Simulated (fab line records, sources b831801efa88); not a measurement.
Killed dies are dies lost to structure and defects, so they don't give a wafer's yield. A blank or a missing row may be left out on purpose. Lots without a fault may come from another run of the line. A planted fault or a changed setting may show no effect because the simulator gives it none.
fab line records | flow sfq_line
record lots=6 wafers=18 last_day=88
route steps=325 shown I2@107 M3@118 I3@133 M4@148 M8@325
lots that met no fault: from a run of the same line without faults
start_h: hours from the record's first day to the start of the lot's first wafer shown | wait_h: hours since the lot's step before | " the same as in the row above | L1.1+2: a row that stands for several wafers | - no value, or no start given | * or withheld: withheld | < > ~ a bound
route shown NAME@n: a module of which the file shows steps, and the number in the route of the first | usual: mean/standard deviation of fault-free wafers | same: alike in all rows | chamber/n: place in a boat | sites: the reading at each site | _std_site: their standard deviation | _edge_site: outer sites' mean less inner sites' | radius_mm: how far each site lies from the wafer's centre | mask NAME#n: copy n | behind: the tool/chamber that last shaped the wafer | hold: why the lot was held/for how many hours/how that ended | device: the transistor (n, p or np) that didn't switch | end of line: the same wafers' tests at the end of the route | a step without rows: its recipe alone | killed: dies lost to structure and defects at the first sort, not the wafer's yield | map: a wafer's dies, x killed, . not, _ none there
set.NAME: the setting as run; set.NAME@STEP: as run at that earlier step | model.NAME: the simulator's own value behind a step, which no gauge read
lots at some steps of the route; a table a step, a row a wafer
services: from which hour (start_h, from the record's first day; less than 0 if before it) a tool's chamber was out of use, for how many hours, and why
## steps
# step SFQ_TRILAYER_I2_VIA_LITHO_COAT_072
# recipe resist=BARC spin_rpm=3000 resist_thk_nm=62
# step SFQ_TRILAYER_I2_VIA_LITHO_COAT_067
# recipe resist=KrF spin_rpm=3000 resist_thk_nm=650
# step SFQ_TRILAYER_I2_VIA_LITHO_SOFTBAKE_071
# recipe temp_c=withheld time_s=withheld resist=KrF
# step SFQ_TRILAYER_I2_VIA_LITHO_EXPOSE_068
# recipe mask_id=I2 na=0.6 source_shape=conventional sigma_outer=0.65 target_cd_nm=500 dose_mj=21.3
# step SFQ_TRILAYER_I2_VIA_LITHO_PEB_070
# recipe peb_temp_c=115 peb_time_s=60 resist=KrF
# step SFQ_TRILAYER_I2_VIA_LITHO_DEVELOP_069
# recipe time_s=60 resist=KrF
# step SFQ_I2_OVL_MEAS_918
# usual I2_OVL=1/4.9
# columns lot.wafer tool chamber start_h wait_h I2_OVL[nm]
L507.3 overlay-02 - 948.32 0.1 1
L507.4 " - " " 4
L507.5 " - " " 0
L510.2 overlay-02 - 965.11 0.1 4
L510.3 " - " " 5
L510.4 " - " " 0
L513.4 overlay-01 - 986.73 0.1 -8
L513.5 " - " " 1
L513.6 " - " " -4
L514.1 overlay-02 - 998.71 0.1 4
L514.2 " - " " 0
L514.4 " - " " 4
L522.3 overlay-01 - 1183.92 0.1 1
L522.5 " - " " 0
L522.6 " - " " -4
L523.3 overlay-01 - 1188.72 0.1 -1
L523.4 " - " " -1
L523.6 " - " " -2
# step SFQ_TRILAYER_I2_VIA_BARC_OPEN_VIA_ETCH_096
# recipe mask_material=PR chemistry=O2 target_depth_nm=125 target=BARC source_w=500 bias_w=80 pressure_mtorr=30 time_s=41.7
# usual drypump_motor_current_A=5.7/0.61 oes_product_au=0.685/0.0044
# columns lot.wafer tool chamber start_h wait_h drypump_motor_current_A oes_product_au rf_hours_counter_h
L507.3 rie_diel-02 2 948.34 0.0 5.3 0.689 8
L507.4 " 0 " " 5.9 0.677 17
L507.5 " 3 " " 5.7 0.687 -
L510.2 rie_diel-01 3 965.14 0.0 6.8 0.687 6
L510.3 " 0 " " 5.3 0.689 10
L510.4 " 1 " " 4.8 0.685 15
L513.4 rie_diel-04 1 986.74 0.0 5.3 0.688 7
L513.5 " 3 " " 6.6 0.686 -
L513.6 " 0 " " 5.4 0.676 -
L514.1 rie_diel-02 2 998.74 0.0 5.4 0.680 9
L514.2 " 3 " " 5.7 0.672 20
L514.4 " 0 " " 5.8 0.679 18
L522.3 rie_diel-01 0 1183.94 0.0 5.2 0.686 13
L522.5 " 0 " " 5.3 0.684 -
L522.6 " 2 " " 6.7 0.680 -
L523.3 rie_diel-02 3 1188.74 0.0 5.7 0.684 2
L523.4 " 2 " " 5.4 0.689 12
L523.6 " 1 " " 5.2 0.681 -
# step SFQ_TRILAYER_I2_VIA_ETCH_VIA_ETCH_070
# recipe target=SiO2 stop_on=Nb mask_material=PR taper_deg=20 chemistry=CHF3 target_depth_nm=260 source_w=500 bias_w=80 pressure_mtorr=30 time_s=withheld
# step SFQ_TRILAYER_I2_VIA_STRIP_STRIP_071
# recipe gas=O2 power_w=200 platen_temp_c=40 overash_fraction=0.65 chemistry=O2 pressure_mtorr=50
# usual drypump_motor_current_A=5.8/0.35 oes_product_au=0.997/0.009
# columns lot.wafer tool chamber start_h wait_h drypump_motor_current_A oes_product_au rf_hours_counter_h
L507.3 rie_metal-02 1 948.70 - 5.4 1.004 -
L507.4 " 0 " " 5.7 0.998 -
L507.5 " 0 " " 5.7 1.005 -
L510.2 rie_metal-01 1 965.30 - 5.6 1.010 14
L510.3 " 1 " " 5.6 1.009 -
L510.4 " 0 " " 5.6 1.016 -
L513.4 rie_metal-02 1 987.10 - 5.4 0.991 -
L513.5 " 0 " " 5.7 0.995 -
L513.6 " 1 " " 5.4 1.002 -
L514.1 rie_metal-01 0 998.90 - 5.6 0.999 75
L514.2 " 1 " " 5.6 1.002 20
L514.4 " 1 " " 5.6 0.990 -
L522.3 rie_metal-01 1 1184.30 - 5.6 1.001 -
L522.5 " 0 " " 5.6 1.004 -
L522.6 " 1 " " 5.6 1.006 -
L523.3 rie_metal-03 0 1189.10 - 6.5 0.992 -
L523.4 " 1 " " 6.0 1.007 -
L523.6 " 1 " " 6.0 1.002 -
# step SFQ_TRILAYER_I2_VIA_STRIP_SOLV_CLEAN_072
# recipe chemistry=NMP temp_c=70 time_s=600
# step SFQ_TRILAYER_M3_DEP_PRE_CLEAN_074
# recipe gas=Ar time_s=22.5 bias_v=250
# step SFQ_TRILAYER_M3_DEP_SPUTTER_073
# recipe material=Nb base_pressure_pa=1.33e-06 chamber_pressure_pa=0.1333 substrate_temp_c=20 resputter_cathode_voltage_v=400 target_thk_nm=200 power_w=2000 time_s=133.3
# usual cathode_dc_power_W=2000.0/0.41 chamber_pressure_pa=0.13329/0.00028 throttle_valve_pct=29.5/0.84
# columns lot.wafer tool chamber start_h wait_h cathode_dc_power_W chamber_pressure_pa throttle_valve_pct model.Nb_of_TRILAYER_M3_DEP_SPUTTER_073.thk_nm
L507.3 pvd_sputter-04 - 949.30 0.0 1999.4 0.13357 27.4 198.7
L507.4 " - " " 1999.4 0.13327 29.7 197.7
L507.5 " - " " 2000.0 0.13381 27.8 198.2
L510.2 pvd_sputter-05 - 966.10 0.0 2000.3 0.13325 30.4 198.3
L510.3 " - " " 2000.0 0.1335 29.1 198.2
L510.4 " - " " 1999.8 0.1333 28.6 200.8
L513.4 pvd_sputter-05 - 987.70 0.0 1999.8 0.13388 29.9 197.5
L513.5 " - " " 1999.7 0.13294 29.1 208.9
L513.6 " - " " 2000.2 0.13372 28.2 212.2
L514.1 pvd_sputter-05 - 999.70 0.0 2000.3 0.13326 29.8 213.2
L514.2 " - " " 2000.8 0.13343 29.2 197.8
L514.4 " - " " 1999.9 0.13285 30.4 198
L522.3 pvd_sputter-04 - 1184.90 0.0 2000.2 0.1337 29.7 200.1
L522.5 " - " " 2000.4 0.13315 27.6 202
L522.6 " - " " 1999.0 0.13319 29.4 200.2
L523.3 pvd_sputter-03 - 1189.70 0.0 2000.3 0.1328 30.0 199
L523.4 " - " " 1999.8 0.13315 28.9 199.2
L523.6 " - " " 2000.2 0.1336 29.1 204.7
# step SFQ_M3_RS_MEAS_919
# recipe thk_meas_gauge=four-point-probe reads=Nb_of_TRILAYER_M3_DEP_SPUTTER_073
# usual M3_NB_RS=0.896/0.0092
# columns lot.wafer tool chamber start_h wait_h M3_NB_RS[ohm/sq]
L507.3 film_metro-02 - 949.43 0.1 0.896
L507.4 " - " " 0.901
L507.5 " - " " 0.899
L510.2 film_metro-03 - 966.21 0.1 0.898
L510.3 " - " " 0.898
L510.4 " - " " 0.886
L513.4 film_metro-01 - 987.85 0.1 0.903
L513.5 " - " " 0.851
L513.6 " - " " 0.838
L514.1 film_metro-01 - 999.79 0.0 0.836
L514.2 " - " " 0.903
L514.4 " - " " 0.899
L522.3 film_metro-03 - 1185.03 0.1 0.890
L522.5 " - " " 0.881
L522.6 " - " " 0.890
L523.3 film_metro-01 - 1189.83 0.1 0.897
L523.4 " - " " 0.895
L523.6 " - " " 0.871
# step SFQ_TRILAYER_M3_LITHO_COAT_080
# recipe resist=BARC spin_rpm=3000 resist_thk_nm=62
# step SFQ_TRILAYER_M3_LITHO_COAT_075
# recipe resist=KrF spin_rpm=3000 resist_thk_nm=600
# step SFQ_TRILAYER_M3_LITHO_SOFTBAKE_079
# recipe temp_c=withheld time_s=withheld resist=KrF
# step SFQ_TRILAYER_M3_LITHO_EXPOSE_076
# recipe mask_id=M3 na=0.6 source_shape=conventional sigma_outer=0.65 target_cd_nm=500 dose_mj=14.4
# step SFQ_TRILAYER_M3_LITHO_PEB_078
# recipe peb_temp_c=115 peb_time_s=60 resist=KrF
# step SFQ_TRILAYER_M3_LITHO_DEVELOP_077
# recipe time_s=60 resist=KrF
# step SFQ_M3_OVL_MEAS_921
# usual M3_OVL=1/6
# columns lot.wafer tool chamber start_h wait_h M3_OVL[nm]
L507.3 overlay-02 - 1097.34 0.1 7
L507.4 " - " " 0
L507.5 " - " " 6
L510.2 overlay-01 - 1114.14 0.1 7
L510.3 " - " " 5
L510.4 " - " " 6
L513.4 overlay-02 - 1127.93 0.1 7
L513.5 " - " " 5
L513.6 " - " " 7
L514.1 overlay-02 - 1130.31 0.1 -10
L514.2 " - " " 1
L514.4 " - " " -7
L522.3 overlay-02 - 1258.24 0.1 -4
L522.5 " - " " -8
L522.6 " - " " -1
L523.3 overlay-02 - 1263.04 0.1 9
L523.4 " - " " 3
L523.6 " - " " 1
# step SFQ_TRILAYER_M3_BARC_OPEN_METAL_ETCH_100
# recipe mask_material=PR chemistry=O2 target_depth_nm=125 target=BARC icp_w=600 bias_w=80 pressure_mtorr=10 time_s=41.7
# usual drypump_motor_current_A=5.90/0.25 oes_product_au=0.685/0.0042
# columns lot.wafer tool chamber start_h wait_h drypump_motor_current_A oes_product_au rf_hours_counter_h
L507.3 rie_metal-03 0 1097.39 0.0 6.42 0.687 -
L507.4 " 1 " " 6.03 0.677 -
L507.5 " 1 " " 6.02 0.680 -
L510.2 rie_metal-01 1 1114.17 0.0 5.60 0.685 31
L510.3 " 0 " " 5.58 0.683 -
L510.4 " 1 " " 5.64 0.687 -
L513.4 rie_metal-01 0 1127.96 0.0 5.60 0.682 -
L513.5 " 0 " " 5.59 0.687 -
L513.6 " 1 " " 5.62 0.685 -
L514.1 rie_metal-04 1 1130.34 0.0 5.93 0.679 27
L514.2 " 0 " " 5.80 0.690 35
L514.4 " 0 " " 5.79 0.683 -
L522.3 rie_metal-04 0 1258.28 0.0 5.78 0.685 -
L522.5 " 0 " " 5.80 0.676 -
L522.6 " 1 " " 5.94 0.690 -
L523.3 rie_metal-04 0 1263.08 0.0 5.79 0.687 -
L523.4 " 1 " " 5.94 0.682 -
L523.6 " 0 " " 5.81 0.688 -
# step SFQ_TRILAYER_M3_ETCH_METAL_ETCH_078
# recipe target=Nb stop_on=SiO2 mask_material=PR chemistry=Cl2/Ar target_depth_nm=240 icp_w=600 bias_w=80 pressure_mtorr=10 time_s=120
# usual drypump_motor_current_A=5.90/0.25 oes_product_au=0.891/0.0072
# columns lot.wafer tool chamber start_h wait_h drypump_motor_current_A oes_product_au rf_hours_counter_h
L507.3 rie_metal-03 0 1097.50 0.1 6.39 0.889 -
L507.4 " 1 " " 6.02 0.878 -
L507.5 " 1 " " 6.03 0.889 -
L510.2 rie_metal-01 1 1114.23 0.0 5.61 0.882 31
L510.3 " 0 " " 5.59 0.894 -
L510.4 " 1 " " 5.60 0.895 -
L513.4 rie_metal-01 0 1128.04 0.1 5.59 0.884 -
L513.5 " 0 " " 5.58 0.920 -
L513.6 " 1 " " 5.60 0.931 -
L514.1 rie_metal-04 1 1130.40 0.0 5.94 0.930 27
L514.2 " 0 " " 5.78 0.889 35
L514.4 " 0 " " 5.77 0.894 -
L522.3 rie_metal-04 0 1258.36 0.1 5.79 0.891 -
L522.5 " 0 " " 5.79 0.890 -
L522.6 " 1 " " 5.93 0.895 -
L523.3 rie_metal-04 0 1263.16 0.1 5.78 0.892 -
L523.4 " 1 " " 5.92 0.898 -
L523.6 " 0 " " 5.77 0.911 -
# step SFQ_TRILAYER_M3_STRIP_STRIP_079
# recipe gas=O2 power_w=200 platen_temp_c=40 overash_fraction=0.65 chemistry=O2 pressure_mtorr=50
# step SFQ_TRILAYER_M3_STRIP_SOLV_CLEAN_080
# recipe chemistry=NMP temp_c=70 time_s=600
# step SFQ_TRILAYER_I3_DEP_PECVD_081
# recipe material=SiO2 temp_c=150 time_s=111.11 pressure_torr=2.4 rf_w=183.3 precursor=SiH4/N2O target_thk_nm=500
# usual heater_power_outer_w=26/8.2 heater_power_w=77/12 throttle_valve_pct=24.6/1.4
# columns lot.wafer tool chamber start_h wait_h heater_power_outer_w heater_power_w throttle_valve_pct
L507.3 pecvd-02 1 1098.59 0.0 7 47 27.1
L507.4 " 0 " " 35 86 24.8
L507.5 " 1 " " 10 52 27.2
L510.2 pecvd-03 1 1115.13 0.0 26 67 24.4
L510.3 " 2 " " 20 69 25.7
L510.4 " 0 " " 29 84 23.9
L513.4 pecvd-01 1 1128.94 0.0 23 86 22.2
L513.5 " 2 " " 30 76 22.4
L513.6 " 0 " " 28 79 23.1
L514.1 pecvd-02 0 1131.30 0.0 33 84 24.6
L514.2 " 2 " " 29 83 24.1
L514.4 " 1 " " 11 50 26.7
L522.3 pecvd-01 1 1259.22 0.0 15 81 22.6
L522.5 " 2 " " 19 62 23.1
L522.6 " 0 " " 37 93 23.7
L523.3 pecvd-01 2 1264.02 0.0 25 69 23.3
L523.4 " 2 " " 27 73 23.1
L523.6 " 1 " " 23 89 22.7
# step SFQ_TRILAYER_I3_CMP_CMP_082
# recipe material=SiO2 down_force_psi=3 platen_rpm=60 pad_velocity_m_s=0.94248
# step SFQ_I3_BOW_MEAS_922
# recipe mode=bow
# usual I3_BOW=4/8.2
# columns lot.wafer tool chamber start_h wait_h I3_BOW[um]
L507.3 film_metro-04 - 1101.71 2.0 0
L507.4 " - " " 19
L507.5 " - " " -4
L510.2 film_metro-03 - 1118.23 1.5 -4
L510.3 " - " " -10
L510.4 " - " " -2
L513.4 film_metro-03 - 1134.59 1.1 9
L513.5 " - " " 20
L513.6 " - " " 19
L514.1 film_metro-02 - 1137.53 2.0 -2
L514.2 " - " " 8
L514.4 " - " " 7
L522.3 film_metro-04 - 1300.16 2.0 -5
L522.5 " - " " 4
L522.6 " - " " 1
L523.3 film_metro-02 - 1303.54 2.5 8
L523.4 " - " " 17
L523.6 " - " " 9
# step SFQ_TRILAYER_I3_METRO_MEASURE_083
# step SFQ_TRILAYER_I3_VIA_LITHO_COAT_090
# recipe resist=BARC spin_rpm=3000 resist_thk_nm=62
# step SFQ_TRILAYER_I3_VIA_LITHO_COAT_085
# recipe resist=KrF spin_rpm=3000 resist_thk_nm=650
# step SFQ_TRILAYER_I3_VIA_LITHO_SOFTBAKE_089
# recipe temp_c=withheld time_s=withheld resist=KrF
# step SFQ_TRILAYER_I3_VIA_LITHO_EXPOSE_086
# recipe mask_id=I3 na=0.6 source_shape=conventional sigma_outer=0.65 target_cd_nm=500 dose_mj=21.3
# step SFQ_TRILAYER_I3_VIA_LITHO_PEB_088
# recipe peb_temp_c=115 peb_time_s=60 resist=KrF
# step SFQ_TRILAYER_I3_VIA_LITHO_DEVELOP_087
# recipe time_s=60 resist=KrF
# step SFQ_I3_OVL_MEAS_923
# usual I3_OVL=-1/4.8
# columns lot.wafer tool chamber start_h wait_h I3_OVL[nm]
L507.3 overlay-01 - 1191.12 0.1 1
L507.4 " - " " -2
L507.5 " - " " -11
L510.2 overlay-01 - 1198.31 0.1 -2
L510.3 " - " " -2
L510.4 " - " " 0
L513.4 overlay-02 - 1209.12 0.1 13
L513.5 " - " " 8
L513.6 " - " " 6
L514.1 overlay-02 - 1212.71 0.1 -1
L514.2 " - " " -7
L514.4 " - " " -3
L522.3 overlay-01 - 1401.64 0.1 -8
L522.5 " - " " -2
L522.6 " - " " -4
L523.3 overlay-01 - 1407.64 0.1 -2
L523.4 " - " " 1
L523.6 " - " " -4
# step SFQ_TRILAYER_I3_VIA_BARC_OPEN_VIA_ETCH_121
# recipe mask_material=PR chemistry=O2 target_depth_nm=125 target=BARC source_w=500 bias_w=80 pressure_mtorr=30 time_s=41.7
# step SFQ_TRILAYER_I3_VIA_ETCH_VIA_ETCH_088
# recipe target=SiO2 stop_on=Nb mask_material=PR taper_deg=20 chemistry=CHF3 target_depth_nm=260 source_w=500 bias_w=80 pressure_mtorr=30 time_s=withheld
# step SFQ_TRILAYER_I3_VIA_STRIP_STRIP_089
# recipe gas=O2 power_w=200 platen_temp_c=40 overash_fraction=0.65 chemistry=O2 pressure_mtorr=50
# usual drypump_motor_current_A=5.9/0.34 oes_product_au=0.999/0.009
# columns lot.wafer tool chamber start_h wait_h drypump_motor_current_A oes_product_au rf_hours_counter_h
L507.3 rie_metal-03 0 1191.50 - 6.4 0.986 -
L507.4 " 1 " " 6.0 1.004 -
L507.5 " 1 " " 6.0 1.001 -
L510.2 rie_metal-04 0 1198.50 - 5.8 0.993 49
L510.3 " 1 " " 5.9 0.999 -
L510.4 " 0 " " 5.8 1.000 -
L513.4 rie_metal-03 1 1209.50 - 6.0 1.014 -
L513.5 " 0 " " 6.4 0.988 -
L513.6 " 1 " " 6.0 1.006 -
L514.1 rie_metal-02 1 1212.90 - 5.4 1.003 107
L514.2 " 0 " " 5.7 1.003 62
L514.4 " 0 " " 5.7 1.003 -
L522.3 rie_metal-02 1 1402.01 - 5.4 1.016 -
L522.5 " 1 " " 5.4 1.006 -
L522.6 " 0 " " 5.7 1.004 -
L523.3 rie_metal-02 1 1408.21 - 5.4 1.009 -
L523.4 " 1 " " 5.4 1.002 -
L523.6 " 1 " " 5.4 1.012 -
# step SFQ_TRILAYER_I3_VIA_STRIP_SOLV_CLEAN_090
# recipe chemistry=NMP temp_c=70 time_s=600
# step SFQ_TRILAYER_M4_DEP_PRE_CLEAN_092
# recipe gas=Ar time_s=22.5 bias_v=250
# step SFQ_M8_BOW_MEAS_951
# recipe mode=bow
# usual M8_BOW=9/7.9
# columns lot.wafer tool chamber start_h wait_h M8_BOW[um] model.etest.m3.ohm_um model.etest.i2.link_ohm model.etest.m3.ohm_sq model.etest.i3.link_ohm
L507.3 film_metro-04 - 2020.16 0.0 10 1.802 1.972 0.896 1.975
L507.4 " - " " 30 1.796 1.983 0.9007 1.982
L507.5 " - " " 6 1.798 1.975 0.8985 1.972
L510.2 film_metro-02 - 2024.49 0.0 13 1.8 1.978 0.8979 1.972
L510.3 " - " " 6 1.811 1.977 0.8984 1.988
L510.4 " - " " 13 1.78 1.957 0.8864 1.972
L513.4 film_metro-02 - 2028.13 0.1 10 1.802 1.968 0.9014 1.985
L513.5 " - " " 19 1.705 1.916 0.8521 1.917
L513.6 " - " " 21 1.679 1.906 0.8391 1.918
L514.1 film_metro-04 - 2035.27 0.0 6 1.678 1.903 0.8351 1.919
L514.2 " - " " 16 1.814 1.979 0.9 1.967
L514.4 " - " " 17 1.801 1.984 0.899 1.971
L522.3 film_metro-02 - 2095.16 0.0 1 1.776 1.985 0.8899 1.96
L522.5 " - " " 11 1.768 1.968 0.8814 1.946
L522.6 " - " " 8 1.773 1.976 0.8892 1.958
L523.3 film_metro-02 - 2114.95 0.0 10 1.794 1.974 0.8946 1.988
L523.4 " - " " 17 1.783 1.98 0.8936 1.976
L523.6 " - " " 10 1.741 1.948 0.8697 1.957
## services
# columns tool chamber start_h hours kind
pecvd-01 - 933.25 14.0 pm
rie_diel-02 - 936.42 1.2 repair
rie_metal-02 1 965.01 9.9 repair
pecvd-01 - 965.09 14.6 pm
rie_metal-03 - 966.01 0.3 repair
rie_metal-02 - 1007.22 1.4 pm
rie_metal-02 0 1009.54 15.0 repair
rie_diel-02 0 1032.02 2.9 repair
rie_metal-03 1 1048.59 3.9 repair
rie_metal-01 - 1049.94 0.4 repair
rie_metal-04 1 1059.76 7.1 repair
rie_metal-04 - 1082.37 1.4 repair
rie_metal-01 0 1168.97 6.5 repair
rie_metal-03 1 1186.07 1.7 repair
rie_metal-02 - 1235.24 1.6 repair
rie_metal-01 1 1244.02 14.1 repair
rie_metal-04 1 1246.41 6.7 repair
rie_metal-02 - 1249.84 0.1 repair
rie_metal-03 - 1343.90 2.8 pm
rie_metal-01 - 1348.45 2.8 pm
rie_metal-04 - 1391.62 0.8 repair
rie_metal-03 1 1395.10 15.7 repair
rie_metal-01 - 1396.64 14.6 pm
rie_metal-02 0 1404.21 4.0 repair
## key
first_sign step=SFQ_M3_RS_MEAS_919 reading=M3_NB_RS direction=down sigmas=5.9 usual=0.896 struck=0.841
effect step=SFQ_TRILAYER_M3_ETCH_METAL_ETCH_078 reading=oes_product_au direction=up sigmas=5 usual=0.891 struck=0.927
model_effect step=SFQ_TRILAYER_M3_DEP_SPUTTER_073 value=Nb_of_TRILAYER_M3_DEP_SPUTTER_073.thk_nm without=196.5 struck=211.4
model_effect step=SFQ_M8_BOW_MEAS_951 value=etest.m3.ohm_um without=1.816 struck=1.687
met_at SFQ_TRILAYER_M3_DEP_SPUTTER_073
struck_wafers L513.5,L513.6,L514.1
onset_between 966.10 987.70
fault kind=process_parameter_drift tool=pvd_sputter-05 chamber=- onset_h=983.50 steps=SFQ_TRILAYER_M3_DEP_SPUTTER_073 channel=target_thk_nm offset=14.978 shape=step end_h=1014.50 scope=struck_wafers_only acts_in=these_recipes_only stated=200
